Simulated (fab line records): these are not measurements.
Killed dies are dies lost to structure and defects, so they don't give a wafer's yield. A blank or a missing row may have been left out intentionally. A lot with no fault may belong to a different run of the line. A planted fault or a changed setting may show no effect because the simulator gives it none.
fab line records	flow sky130	part 1 of 2: steps 1 to 29 of 40
record lots=5	wafers=15	lastDay=50
route steps=708 shown METAL4@637 VIA4@639 METAL5@661
lots with no fault: from the same line, run without faults
startH: hours from the record's opening day to when the first of the lot's shown wafers began	waitH: time in hours since the lot's previous step	" same as the row above	L1.1+2: a single row standing in for several wafers	- no value present, or no start provided	* or withheld: withheld	< > ~ a bound
route shown NAME@n: names a module that has steps shown in the file, with the first one's number in the route	usual: the fault-free wafers' mean and standard deviation	same: alike in all rows	chamber/n: place in a boat	sites: per-site readings	_std_site: standard deviation across them	_edge_site: the outer-site mean with the inner-site mean subtracted	radiusMm: how far each site lies from the wafer's centre	mask NAME#n: copy n	behind: the last tool/chamber to shape the wafer	hold: cause of the lot's hold/its duration in hours/its outcome	device: transistor that didn't switch, given as n, p or np	end of line: at the end of the route, the tests of the same wafers	a step given without rows: its recipe and nothing more	killed: dies lost to structure and defects at the first sort, not the wafer's yield	map: per-die view of a wafer (x killed, . not killed, _ where there is no die)
set.NAME: the setting the step ran with; set.NAME@STEP: the setting that earlier step ran with	model.NAME: the simulator's own value behind a step, which no gauge read
lots at selected steps of the route; one table per step, one row per wafer
services: when a tool's chamber went out of use (startH, in hours from the record's first day, below 0 if earlier), for how many hours, and the reason
## steps
# step SKY_METAL4_CLEAN_21
# recipe chemistry=IPA	timeS=180	tempC=25
lot.wafer	tool	chamber	startH	waitH
L080.1+3+4	wetBench-02	1	1018.69	0.0
L081.1+3+5	wetBench-02	0	1025.23	0.0
L089.1+3+6	wetBench-04	0	1071.19	0.0
L091.2+4+6	wetBench-04	0	1084.69	0.0
L096.2+4+6	wetBench-02	3	1118.89	0.1
# step SKY_METAL4_CLEAN_22
# recipe chemistry=O3/DIW	dry=n2Spin
lot.wafer	tool	chamber	startH	waitH
L080.1+3+4	wetBench-02	0	1018.75	0.0
L081.1+3+5	wetBench-01	1	1025.28	0.0
L089.1+3+6	wetBench-01	2	1071.25	0.0
L091.2+4+6	wetBench-04	2	1084.75	0.0
L096.2+4+6	wetBench-02	0	1118.95	0.0
# step SKY_VIA4_HDPCVD_00
# recipe material=SiO2	targetThkNm=1750	sigmaOpenFrac=0.3	timeS=291.7	tempC=400	sih4FlowSccm=60	pressureMtorr=6
lot.wafer	tool	chamber	startH	waitH
L080.1+3+4	hdpcvd-01	2,0,2	1018.84	0.0
L081.1+3+5	hdpcvd-01	2,0,0	1025.38	0.0
L089.1+3+6	hdpcvd-02	0,2,1	1071.34	0.0
L091.2+4+6	hdpcvd-02	1,0,2	1084.84	0.0
L096.2+4+6	hdpcvd-01	0,1,0	1119.04	0.0
# step SKY_VIA4_THK_MEAS_01
# recipe reads=SiO2_of_VIA4_HDPCVD_00
# usual VIA4_HDPCVD_THK=1735/20
lot.wafer	tool	chamber	startH	waitH	VIA4_HDPCVD_THK[nm]
L080.1	filmMetro-03	-	1019.02	0.1	1704
L080.3	"	-	"	"	1744
L080.4	"	-	"	"	1721
L081.1	filmMetro-01	-	1025.56	0.1	1739
L081.3	"	-	"	"	1751
L081.5	"	-	"	"	1764
L089.1	filmMetro-04	-	1071.52	0.1	1764
L089.3	"	-	"	"	1737
L089.6	"	-	"	"	1717
L091.2	filmMetro-01	-	1085.03	0.1	1754
L091.4	"	-	"	"	1798
L091.6	"	-	"	"	1766
L096.2	filmMetro-04	-	1119.23	0.1	1717
L096.4	"	-	"	"	1726
L096.6	"	-	"	"	1727
# step SKY_VIA4_CMP_02
# recipe material=SiO2	downForcePsi=4	platenRpm=60	padVelocityMS=0.94248
# usual edgeZonePressureFrac=1.000/0.0051	motorCurrentA=12.2/1.9	platenRpm=60.00/0.036
lot.wafer	tool	chamber	startH	waitH	edgeZonePressureFrac	motorCurrentA	platenRpm
L080.3	cmp-01	1	1019.08	0.0	0.998	11.8	60.00
L080.4	"	3	"	"	0.996	12.9	60.01
L080.1	"	0	"	"	0.999	13.7	60.02
L081.3	cmp-02	2	1025.84	0.2	0.995	12.3	60.03
L081.1	"	0	"	"	0.997	10.7	60.01
L081.5	"	3	"	"	1.006	15.7	59.98
L089.1	cmp-01	0	1071.63	0.1	1.006	13.5	60.04
L089.3	"	1	"	"	0.997	11.5	60.04
L089.6	"	0	"	"	0.999	13.8	60.00
L091.2	cmp-02	1	1085.18	0.1	0.999	9.3	59.99
L091.4	"	2	"	"	1.002	12.7	60.02
L091.6	"	0	"	"	1.003	10.0	59.98
L096.4	cmp-02	2	1119.33	0.1	1.005	11.9	59.99
L096.2	"	3	"	"	1.009	15.3	59.99
L096.6	"	2	"	"	1.003	12.7	59.98
# step SKY_VIA4_BOW_MEAS_03
# recipe mode=bow
# usual VIA4_BOW=79/8.6
lot.wafer	tool	chamber	startH	waitH	VIA4_BOW[um]
L080.1	filmMetro-04	-	1019.38	0.1	76
L080.3	"	-	"	"	82
L080.4	"	-	"	"	76
L081.1	filmMetro-01	-	1026.14	0.1	74
L081.3	"	-	"	"	71
L081.5	"	-	"	"	68
L089.1	filmMetro-04	-	1071.88	0.2	66
L089.3	"	-	"	"	75
L089.6	"	-	"	"	79
L091.2	filmMetro-01	-	1085.40	0.2	74
L091.4	"	-	"	"	73
L091.6	"	-	"	"	76
L096.2	filmMetro-04	-	1119.60	0.2	77
L096.4	"	-	"	"	70
L096.6	"	-	"	"	73
# step SKY_VIA4_DEHYDRATE_04
# recipe tempC=200	timeS=60
lot.wafer	tool	chamber	startH	waitH
L080.1+3+4	lithoTrack-02	0	1029.31	9.9
L081.1+3+5	lithoTrack-02	0	1036.61	10.5
L089.1+3+6	lithoTrack-03	0	1081.10	9.2
L091.2+4+6	lithoTrack-03	0	1094.98	9.6
L096.2+4+6	lithoTrack-04	0	1128.24	8.6
# step SKY_VIA4_HMDS_05
# recipe primeTimeS=60	primeTempC=120
# same primeTimeS=60
lot.wafer	tool	chamber	startH	waitH
L080.1+3+4	lithoTrack-02	0	1029.46	0.1
L081.1+3+5	lithoTrack-02	0	1036.76	0.1
L089.1+3+6	lithoTrack-03	0	1081.25	0.1
L091.2+4+6	lithoTrack-03	0	1095.13	0.1
L096.2+4+6	lithoTrack-04	0	1128.39	0.1
# step SKY_VIA4_COAT_06
# recipe resist=NOVOLAK	spinRpm=3000	resistThkNm=1140
lot.wafer	tool	chamber	startH	waitH
L080.1+3+4	lithoTrack-02	0	1029.61	0.1
L081.1+3+5	lithoTrack-02	0	1036.91	0.1
L089.1+3+6	lithoTrack-03	0	1081.40	0.1
L091.2+4+6	lithoTrack-03	0	1095.28	0.1
L096.2+4+6	lithoTrack-04	0	1128.54	0.1
# step SKY_VIA4_SOFTBAKE_07
# recipe tempC=90	timeS=60	resist=NOVOLAK
lot.wafer	tool	chamber	startH	waitH
L080.1+3+4	lithoTrack-02	0	1029.76	0.1
L081.1+3+5	lithoTrack-02	0	1037.06	0.1
L089.1+3+6	lithoTrack-03	0	1081.55	0.1
L091.2+4+6	lithoTrack-03	0	1095.43	0.1
L096.2+4+6	lithoTrack-04	0	1128.69	0.1
# step SKY_VIA4_EXPOSE_08
# recipe maskId=VIM4	na=0.6	sourceShape=conventional	sigmaOuter=0.6	polarization=unpolarized	targetCdNm=800	doseMj=132
# usual reticleTempC=22.99/0.11
lot.wafer	tool	chamber	startH	waitH	mask	reticleTempC
L080.1	ilineStepper-02	0	-	-	VIM4#0	22.92
L080.3	"	0	"	"	VIM4#0	23.08
L080.4	"	0	"	"	VIM4#0	23.04
L081.1	ilineStepper-02	0	-	-	VIM4#0	22.82
L081.3	"	0	"	"	VIM4#0	23.05
L081.5	"	0	"	"	VIM4#0	22.93
L089.1	ilineStepper-01	0	-	-	VIM4#0	23.01
L089.3	"	0	"	"	VIM4#0	22.96
L089.6	"	0	"	"	VIM4#0	22.73
L091.2	ilineStepper-02	0	-	-	VIM4#0	22.89
L091.4	"	0	"	"	VIM4#0	22.85
L091.6	"	0	"	"	VIM4#0	22.78
L096.2	ilineStepper-01	0	-	-	VIM4#0	23.30
L096.4	"	0	"	"	VIM4#0	23.02
L096.6	"	0	"	"	VIM4#0	23.03
# step SKY_VIA4_PEB_09
# recipe tempC=withheld	timeS=*	resist=NOVOLAK
lot.wafer	tool	chamber	startH	waitH
L080.1+3+4	lithoTrack-02	0	-	-
L081.1+3+5	lithoTrack-03	0	-	-
L089.1+3+6	lithoTrack-03	0	-	-
L091.2+4+6	lithoTrack-02	0	-	-
L096.2+4+6	lithoTrack-02	0	-	-
# step SKY_VIA4_DEVELOP_10
# recipe resist=NOVOLAK	developer=TMAH	developTimeS=60	devTempC=23
lot.wafer	tool	chamber	startH	waitH
L080.1+3+4	lithoTrack-02	0	1040.26	0.1
L081.1+3+5	lithoTrack-03	0	1048.10	0.1
L089.1+3+6	lithoTrack-03	0	1092.05	0.1
L091.2+4+6	lithoTrack-02	0	1105.34	0.1
L096.2+4+6	lithoTrack-02	0	1138.49	0.1
# step SKY_VIA4_OVL_MEAS_11
# usual VIA4_OVL=-0.1/1.4
lot.wafer	tool	chamber	startH	waitH	VIA4_OVL[nm]
L080.1	overlay-02	-	1040.41	0.1	0.2
L080.3	"	-	"	"	1.3
L080.4	"	-	"	"	-1.0
L081.1	overlay-02	-	1048.25	0.1	-1.0
L081.3	"	-	"	"	-0.7
L081.5	"	-	"	"	0.1
L089.1	overlay-01	-	1092.20	0.1	-2.8
L089.3	"	-	"	"	-2.0
L089.6	"	-	"	"	-0.8
L091.2	overlay-02	-	1105.47	0.1	0.5
L091.4	"	-	"	"	-0.2
L091.6	"	-	"	"	2.0
L096.2	overlay-02	-	1138.62	0.1	-2.5
L096.4	"	-	"	"	-3.1
L096.6	"	-	"	"	-1.4
# step SKY_VIA4_ETCH_12
# recipe target=SiO2	chemistry=C4F8/O2/Ar	stopOn=TiN	maskMaterial=NOVOLAK	sourceW=1500	biasW=1200	pressureMtorr=40	c4f8FlowSccm=withheld	O2_flow_sccm=6	Ar_flow_sccm=300	timeS=withheld	targetDepthA=5800
# usual oesProductAu=0.926/0.0047
lot.wafer	tool	chamber	startH	waitH	oesProductAu
L080.1	rieDiel-03	2	1040.45	0.0	0.931
L080.3	"	0	"	"	0.922
L080.4	"	1	"	"	0.922
L081.1	rieDiel-01	3	1048.29	0.0	0.929
L081.3	"	2	"	"	0.923
L081.5	"	2	"	"	0.929
L089.1	rieDiel-04	0	1092.24	0.0	0.923
L089.3	"	1	"	"	0.925
L089.6	"	3	"	"	0.929
L091.2	rieDiel-04	3	1105.50	0.0	0.921
L091.4	"	2	"	"	0.922
L091.6	"	1	"	"	0.928
L096.2	rieDiel-04	2	1138.65	0.0	0.929
L096.4	"	1	"	"	0.925
L096.6	"	2	"	"	0.933
# step SKY_VIA4_STRIP_13
# recipe chemistry=O2/N2	powerW=1400	pressureMtorr=1500	platenTempC=withheld	o2FlowSccm=3000	n2FlowSccm=300	overashFraction=0.5
# usual drypumpMotorCurrentA=5.6/0.56	oesProductAu=0.710/0.0043	stripTimeToEndpointS=12.80/0.032
lot.wafer	tool	chamber	startH	waitH	drypumpMotorCurrentA	oesProductAu	rfHoursCounterH	stripTimeToEndpointS
L080.1	plasmaAsher-04	1	1040.52	-	5.4	0.705	122	12.87
L080.3	"	0	"	"	6.6	0.710	-	12.82
L080.4	"	1	"	"	5.4	0.716	-	12.84
L081.1	plasmaAsher-01	1	1048.36	-	5.0	0.699	61	12.79
L081.3	"	0	"	"	5.7	0.714	-	12.78
L081.5	"	0	"	"	5.6	0.709	-	12.80
L089.1	plasmaAsher-04	1	1092.31	-	5.4	0.714	2	12.78
L089.3	"	1	"	"	5.4	0.715	-	12.80
L089.6	"	1	"	"	5.4	0.703	-	12.72
L091.2	plasmaAsher-01	1	1105.57	-	5.0	0.707	67	12.81
L091.4	"	1	"	"	4.9	0.710	-	12.84
L091.6	"	0	"	"	5.7	0.713	-	12.87
L096.2	plasmaAsher-01	1	1138.72	-	5.0	0.706	70	12.81
L096.4	"	1	"	"	4.9	0.711	-	12.84
L096.6	"	1	"	"	5.0	0.705	-	12.77
# step SKY_VIA4_STRIP_14
# recipe chemistry=postEtchResidueRemover	timeS=1200	tempC=72.5
# usual bathGuardTempC=72.8/0.57
lot.wafer	tool	chamber	startH	waitH	bathGuardTempC
L080.1	wetBench-02	0	1040.62	0.1	73.5
L080.3	"	0	"	"	73.5
L080.4	"	0	"	"	73.5
L081.1	wetBench-02	2	1048.49	0.1	72.6
L081.3	"	2	"	"	72.8
L081.5	"	2	"	"	72.4
L089.1	wetBench-03	3	1092.41	0.1	73.1
L089.3	"	3	"	"	73.8
L089.6	"	3	"	"	73.3
L091.2	wetBench-02	2	1105.67	0.1	72.6
L091.4	"	2	"	"	72.4
L091.6	"	2	"	"	72.4
L096.2	wetBench-02	0	1138.82	0.1	73.4
L096.4	"	0	"	"	73.5
L096.6	"	0	"	"	73.6
# step SKY_VIA4_CLEAN_15
# recipe chemistry=IPA	timeS=180	tempC=25
lot.wafer	tool	chamber	startH	waitH
L080.1+3+4	wetBench-01	3	1040.99	0.0
L081.1+3+5	wetBench-03	3	1048.84	0.0
L089.1+3+6	wetBench-03	2	1092.78	0.0
L091.2+4+6	wetBench-01	1	1106.01	0.0
L096.2+4+6	wetBench-03	2	1139.16	0.0
# step SKY_VIA4_CLEAN_16
# recipe chemistry=O3/DIW	dry=n2Spin
lot.wafer	tool	chamber	startH	waitH
L080.1+3+4	wetBench-03	0	1041.05	0.0
L081.1+3+5	wetBench-01	1	1048.89	0.0
L089.1+3+6	wetBench-03	2	1092.85	0.0
L091.2+4+6	wetBench-02	3	1106.08	0.0
L096.2+4+6	wetBench-02	3	1139.22	0.0
# step SKY_VIA4_SPUTTER_17
# recipe material=TiN	targetThkNm=20	chamberPressurePa=5	powerW=4000	timeS=80
# usual throttleValvePct=29.7/1.1
lot.wafer	tool	chamber	startH	waitH	throttleValvePct
L080.1	pvdSputter-01	-	1041.24	0.0	30.9
L080.3	"	-	"	"	30.9
L080.4	"	-	"	"	29.7
L081.1	pvdSputter-03	-	1048.99	0.0	29.4
L081.3	"	-	"	"	29.6
L081.5	"	-	"	"	27.7
L089.1	pvdSputter-01	-	1092.95	0.0	31.0
L089.3	"	-	"	"	29.4
L089.6	"	-	"	"	30.9
L091.2	pvdSputter-01	-	1106.17	0.0	30.9
L091.4	"	-	"	"	29.2
L091.6	"	-	"	"	29.0
L096.2	pvdSputter-01	-	1139.31	0.0	31.0
L096.4	"	-	"	"	29.7
L096.6	"	-	"	"	30.8
# step SKY_VIA4_CVD_18
# recipe material=W	targetThkNm=505	timeS=152.14	tempC=400	pressureTorr=40
# usual chamberPressureTorr=40.01/0.083	heaterPowerW=862/120
lot.wafer	tool	chamber	startH	waitH	chamberPressureTorr	heaterPowerW
L080.1	cvdW-02	0	1041.30	0.0	40.03	845
L080.3	"	1	"	"	40.02	734
L080.4	"	0	"	"	40.07	860
L081.1	cvdW-01	1	1049.05	0.0	40.00	762
L081.3	"	0	"	"	39.96	1051
L081.5	"	1	"	"	40.12	774
L089.1	cvdW-01	1	1093.01	0.0	40.02	790
L089.3	"	0	"	"	40.15	1045
L089.6	"	0	"	"	40.12	1052
L091.2	cvdW-01	0	1106.23	0.0	40.15	1044
L091.4	"	0	"	"	40.13	1014
L091.6	"	0	"	"	40.07	1032
L096.2	cvdW-01	1	1139.37	0.0	39.91	790
L096.4	"	1	"	"	39.97	799
L096.6	"	0	"	"	40.01	1064
# step SKY_VIA4_RS_MEAS_19
# recipe thkMeasGauge=four-point-probe	reads=W_of_VIA4_CVD_18+TiN_of_VIA4_SPUTTER_17
# usual VIA4_W_RS=0.228/0.0035
lot.wafer	tool	chamber	startH	waitH	VIA4_W_RS[ohm/sq]
L080.1	filmMetro-01	-	1041.45	0.1	0.233
L080.3	"	-	"	"	0.231
L080.4	"	-	"	"	0.235
L081.1	filmMetro-04	-	1049.20	0.1	0.226
L081.3	"	-	"	"	0.223
L081.5	"	-	"	"	0.222
L089.1	filmMetro-04	-	1093.16	0.1	0.226
L089.3	"	-	"	"	0.228
L089.6	"	-	"	"	0.229
L091.2	filmMetro-01	-	1106.40	0.1	0.225
L091.4	"	-	"	"	0.223
L091.6	"	-	"	"	0.226
L096.2	filmMetro-01	-	1139.55	0.1	0.227
L096.4	"	-	"	"	0.227
L096.6	"	-	"	"	0.229
# step SKY_VIA4_THK_MEAS_20
# recipe thkMeasGauge=xrf	reads=W_of_VIA4_CVD_18
# usual VIA4_W_THK=490/7.9
lot.wafer	tool	chamber	startH	waitH	VIA4_W_THK[nm]
L080.1	filmMetro-01	-	1041.57	0.1	486
L080.3	"	-	"	"	490
L080.4	"	-	"	"	480
L081.1	filmMetro-04	-	1049.32	0.1	492
L081.3	"	-	"	"	500
L081.5	"	-	"	"	500
L089.1	filmMetro-04	-	1093.28	0.1	489
L089.3	"	-	"	"	490
L089.6	"	-	"	"	485
L091.2	filmMetro-01	-	1106.51	0.1	498
L091.4	"	-	"	"	503
L091.6	"	-	"	"	500
L096.2	filmMetro-01	-	1139.66	0.1	494
L096.4	"	-	"	"	495
L096.6	"	-	"	"	485
# step SKY_VIA4_CMP_21
# recipe stopOn=SiO2	tOverpolishS=25	downForcePsi=3.5	platenRpm=60	targetThkNm=0	padVelocityMS=0.94248
# usual edgeZonePressureFrac=1.000/0.0053	motorCurrentA=11.1/1.7	overpolishRunS=24.999/0.0095	platenRpm=60.00/0.04	timeToEndpointS=122/5.7
lot.wafer	tool	chamber	startH	waitH	edgeZonePressureFrac	motorCurrentA	overpolishRunS	platenRpm	timeToEndpointS
L080.3	cmp-02	3	1041.63	0.0	1.008	14.6	24.988	59.94	123
L080.4	"	0	"	"	0.998	9.4	24.990	59.96	126
L080.1	"	1	"	"	0.995	8.5	24.997	59.96	126
L081.3	cmp-01	0	1049.38	0.0	1.007	12.9	24.997	60.01	118
L081.1	"	2	"	"	1.000	10.9	25.009	59.98	116
L081.5	"	0	"	"	1.004	12.4	24.992	60.05	127
L089.1	cmp-01	1	1093.39	0.1	1.000	11.0	24.979	60.00	123
L089.3	"	2	"	"	0.990	11.2	24.995	60.01	122
L089.6	"	2	"	"	1.001	10.7	25.001	59.94	120
L091.2	cmp-02	0	1106.56	0.0	1.000	9.9	24.998	59.97	127
L091.4	"	3	"	"	1.010	14.2	24.982	60.01	126
L091.6	"	0	"	"	1.007	9.7	24.993	59.92	129
L096.2	cmp-02	3	1139.76	0.1	1.007	14.1	24.997	60.05	120
L096.4	"	0	"	"	1.001	9.4	25.003	60.06	126
L096.6	"	2	"	"	0.993	11.1	25.006	60.01	113
# step SKY_METAL5_SPUTTER_00
# recipe material=Ti	targetThkNm=15	powerW=3000	timeS=10	chamberPressurePa=0.4
# usual throttleValvePct=29.8/1.4
lot.wafer	tool	chamber	startH	waitH	throttleValvePct
L080.1	pvdSputter-03	-	1041.93	0.1	27.5
L080.3	"	-	"	"	29.5
L080.4	"	-	"	"	30.3
L081.1	pvdSputter-04	-	1049.68	0.1	29.2
L081.3	"	-	"	"	30.8
L081.5	"	-	"	"	27.7
L089.1	pvdSputter-02	-	1093.69	0.2	28.2
L089.3	"	-	"	"	32.3
L089.6	"	-	"	"	32.1
L091.2	pvdSputter-02	-	1106.86	0.2	30.3
L091.4	"	-	"	"	28.4
L091.6	"	-	"	"	32.2
L096.2	pvdSputter-04	-	1140.01	0.2	30.5
L096.4	"	-	"	"	27.5
L096.6	"	-	"	"	29.9
# step SKY_METAL5_SPUTTER_01
# recipe material=TiN	targetThkNm=20	powerW=6500	timeS=16.7	chamberPressurePa=0.4
# usual throttleValvePct=29.8/1.4
lot.wafer	tool	chamber	startH	waitH	throttleValvePct
L080.1	pvdSputter-03	-	1041.95	0.0	27.6
L080.3	"	-	"	"	29.4
L080.4	"	-	"	"	30.3
L081.1	pvdSputter-04	-	1049.70	0.0	29.1
L081.3	"	-	"	"	30.3
L081.5	"	-	"	"	27.5
L089.1	pvdSputter-02	-	1093.71	0.0	28.1
L089.3	"	-	"	"	31.9
L089.6	"	-	"	"	31.9
L091.2	pvdSputter-02	-	1106.88	0.0	30.2
L091.4	"	-	"	"	28.5
L091.6	"	-	"	"	32.0
L096.2	pvdSputter-04	-	1140.03	0.0	30.2
L096.4	"	-	"	"	27.4
L096.6	"	-	"	"	29.9
# step SKY_METAL5_SPUTTER_02
# recipe material=AlCu	targetThkNm=1150	powerW=10600	timeS=61.2	chamberPressurePa=0.4
# usual throttleValvePct=29.8/1.3
lot.wafer	tool	chamber	startH	waitH	throttleValvePct
L080.1	pvdSputter-03	-	1041.98	0.0	27.5
L080.3	"	-	"	"	29.4
L080.4	"	-	"	"	29.9
L081.1	pvdSputter-04	-	1049.73	0.0	29.3
L081.3	"	-	"	"	30.2
L081.5	"	-	"	"	27.6
L089.1	pvdSputter-02	-	1093.74	0.0	28.4
L089.3	"	-	"	"	32.1
L089.6	"	-	"	"	32.2
L091.2	pvdSputter-02	-	1106.91	0.0	30.3
L091.4	"	-	"	"	28.4
L091.6	"	-	"	"	32.2
L096.2	pvdSputter-04	-	1140.05	0.0	30.6
L096.4	"	-	"	"	27.3
L096.6	"	-	"	"	30.0
# step SKY_METAL5_SPUTTER_03
# recipe material=Ti	targetThkNm=5	powerW=3000	timeS=3.3	chamberPressurePa=0.4
# usual throttleValvePct=29.8/1.3
lot.wafer	tool	chamber	startH	waitH	throttleValvePct
L080.1	pvdSputter-03	-	1042.04	0.0	27.5
L080.3	"	-	"	"	29.3
L080.4	"	-	"	"	30.4
L081.1	pvdSputter-04	-	1049.78	0.0	29.1
L081.3	"	-	"	"	30.3
L081.5	"	-	"	"	27.4
L089.1	pvdSputter-02	-	1093.79	0.0	28.6
L089.3	"	-	"	"	32.1
L089.6	"	-	"	"	32.0
L091.2	pvdSputter-02	-	1106.96	0.0	30.5
L091.4	"	-	"	"	28.5
L091.6	"	-	"	"	32.1
L096.2	pvdSputter-04	-	1140.10	0.0	30.5
L096.4	"	-	"	"	27.6
L096.6	"	-	"	"	29.8
# step SKY_METAL5_SPUTTER_04
# recipe material=TiN	targetThkNm=70	powerW=6500	timeS=58.3	chamberPressurePa=0.4
# usual throttleValvePct=29.8/1.4
lot.wafer	tool	chamber	startH	waitH	throttleValvePct
L080.1	pvdSputter-03	-	1042.06	0.0	27.7
L080.3	"	-	"	"	29.4
L080.4	"	-	"	"	30.1
L081.1	pvdSputter-04	-	1049.80	0.0	29.0
L081.3	"	-	"	"	30.6
L081.5	"	-	"	"	27.4
L089.1	pvdSputter-02	-	1093.80	0.0	28.3
L089.3	"	-	"	"	31.9
L089.6	"	-	"	"	32.1
L091.2	pvdSputter-02	-	1106.98	0.0	30.3
L091.4	"	-	"	"	28.4
L091.6	"	-	"	"	32.5
L096.2	pvdSputter-04	-	1140.12	0.0	30.2
L096.4	"	-	"	"	27.3
L096.6	"	-	"	"	30.0
